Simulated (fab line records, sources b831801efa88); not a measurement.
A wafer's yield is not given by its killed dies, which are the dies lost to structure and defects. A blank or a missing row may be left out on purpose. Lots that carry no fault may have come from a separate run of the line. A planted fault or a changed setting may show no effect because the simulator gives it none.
Which tool was responsible?	flow gf180mcu	39 wafers from 13 lots sampled at 3 of the route's 602 steps

WHAT THE GAUGES READ, wafer by wafer
GF_V1_THK_MEAS_01. Usual: V1_CVD_00_THK 602 nm, standard deviation 5.4.
lot	measured	on	V1_CVD_00_THK (nm)	flag
L757	day 17 08:20	film metro-02	588 601 601	
L759	day 17 18:58	film metro-01	601 592 595	
L760	day 18 06:58	film metro-03	612 614 616	
L766	day 20 11:43	film metro-02	597 601 605	
L767	day 20 19:19	film metro-01	595 594 597	
L768	day 21 07:32	film metro-01	600 606 595	
L772	day 22 15:14	film metro-01	604 598 593	
L775	day 23 16:55	film metro-02	609 609 608	
L776	day 23 22:22	film metro-01	601 602 603	
L777	day 24 03:37	film metro-01	608 604 603	
L778	day 24 11:55	film metro-02	601 608 599	
L779	day 24 20:28	film metro-01	607 598 602	
L780	day 25 12:55	film metro-02	589 606 599	

GF_V1_CD_MEAS_14 targets a cd of 260 nm. Usual: 260.3 nm for cd nm, sd 1.1.
lot	measured	on	cd nm (nm)	flag
L757	day 18 08:15	cd sem-01	261.0 260.9 260.7	
L759	day 18 19:17	cd sem-01	259.1 257.9 258.6	
L760	day 19 06:05	cd sem-01	258.8 259.1 258.4	
L766	day 21 12:23	cd sem-01	261.8 261.2 260.3	
L767	day 21 19:35	cd sem-01	260.6 261.1 261.5	
L768	day 22 07:38	cd sem-01	260.2 260.8 259.8	
L772	day 23 14:22	cd sem-01	258.8 259.4 259.9	
L775	day 24 15:05	cd sem-02	262.4 261.7 261.1	
L776	day 24 21:08	cd sem-02	259.7 260.0 259.7	
L777	day 25 01:56	cd sem-02	260.5 259.4 260.0	
L778	day 25 10:23	cd sem-01	260.5 260.8 261.6	
L779	day 25 18:17	cd sem-01	261.7 261.8 260.5	
L780	day 26 09:56	cd sem-01	259.2 259.3 260.7	

EACH LOT AND THE TOOL THAT RAN IT (in order: tool; ch and the chambers of the sampled wafers; start)
lot	GF_M1_METAL_ETCH_16
L757	rie metal-01 ch 0,1, day 17 07:35
L759	rie metal-01 ch 0,1, day 17 18:14
L760	rie metal-02 ch 0,1, day 18 06:11
L766	rie metal-01 ch 0,1, day 20 10:59
L767	rie metal-04 ch 0,1, day 20 18:35
L768	rie metal-04 ch 0,1, day 21 06:49
L772	rie metal-02 ch 0, day 22 14:30
L775	rie metal-04 ch 0,1, day 23 15:50
L776	rie metal-04 ch 0,1, day 23 21:38
L777	rie metal-01 ch 0,1, day 24 02:53
L778	rie metal-02 ch 0,1, day 24 11:11
L779	rie metal-02 ch 0,1, day 24 19:44
L780	rie metal-01 ch 0,1, day 25 12:11
- GF_M1_METAL_ETCH_16: etches the open film in Cl2/BCl3, stops on SiO2, target depth 750.8 nm, time 125.1 s.

AS READ BY THE TOOLS THEMSELVES (means over the sampled wafers that have a number; for cases with no such wafer, the mark the record gives instead)
GF_M1_METAL_ETCH_16. Usual: bias w 140.0 W, standard deviation 0.46; chamber pressure mTorr 7.999 mTorr, standard deviation 0.007; drypump motor current A 5.7 A, standard deviation 0.47; he backside leak sccm 3.27 sccm, standard deviation 0.16; oes product au 0.990 a.u., standard deviation 0.0052; throttle valve pct 28.229 %, standard deviation 0.01.
lot	tool	bias w (W)	chamber pressure mTorr (mTorr)	drypump motor current A (A)	he backside leak sccm (sccm)	oes product au (a.u.)	throttle valve pct (%)	flag
L757	rie metal-01	140.5	8.000	6.2	3.29	0.989	28.223	
L759	rie metal-01	139.7	7.997	5.7	3.13	0.992	28.237	
L760	rie metal-02	140.0	8.000	5.6	3.38	0.991	28.216	
L766	rie metal-01	140.3	8.001	6.2	3.48	0.989	28.235	
L767	rie metal-04	140.0	7.999	5.7	3.35	0.988	28.225	
L768	rie metal-04	140.6	7.997	5.7	3.38	0.994	28.233	
L772	rie metal-02	139.8	7.995	5.1	3.29	0.987	28.227	
L775	rie metal-04	139.6	7.993	5.5	3.32	0.990	28.235	
L776	rie metal-04	140.0	8.006	5.7	3.27	0.987	28.231	
L777	rie metal-01	139.8	8.002	5.7	3.29	0.988	28.230	
L778	rie metal-02	140.3	8.001	5.6	3.37	0.998	28.229	
L779	rie metal-02	139.6	8.005	5.4	3.35	0.993	28.228	
L780	rie metal-01	139.7	7.998	5.7	3.30	0.994	28.224	

THE ANSWER, worked out from the rows above alone
Rule: a lot counts as off when the mean over its wafers that have a number is more than 3 standard deviations away from the usual mean. Also off: a lot with no number at a reading for which 4 or more lots have one. The other lots that the step has rows for count as sound. Order of review: gauges by route order, followed by the tools' own readings, for which a lot's mean as printed above is used. At the first step where some lot is off, the reading lying furthest off is the one used; lots without a number count as furthest.
No lot is off at any reading shown: from this, nothing can be told.

WHAT WAS PUT IN BY THE SIMULATOR
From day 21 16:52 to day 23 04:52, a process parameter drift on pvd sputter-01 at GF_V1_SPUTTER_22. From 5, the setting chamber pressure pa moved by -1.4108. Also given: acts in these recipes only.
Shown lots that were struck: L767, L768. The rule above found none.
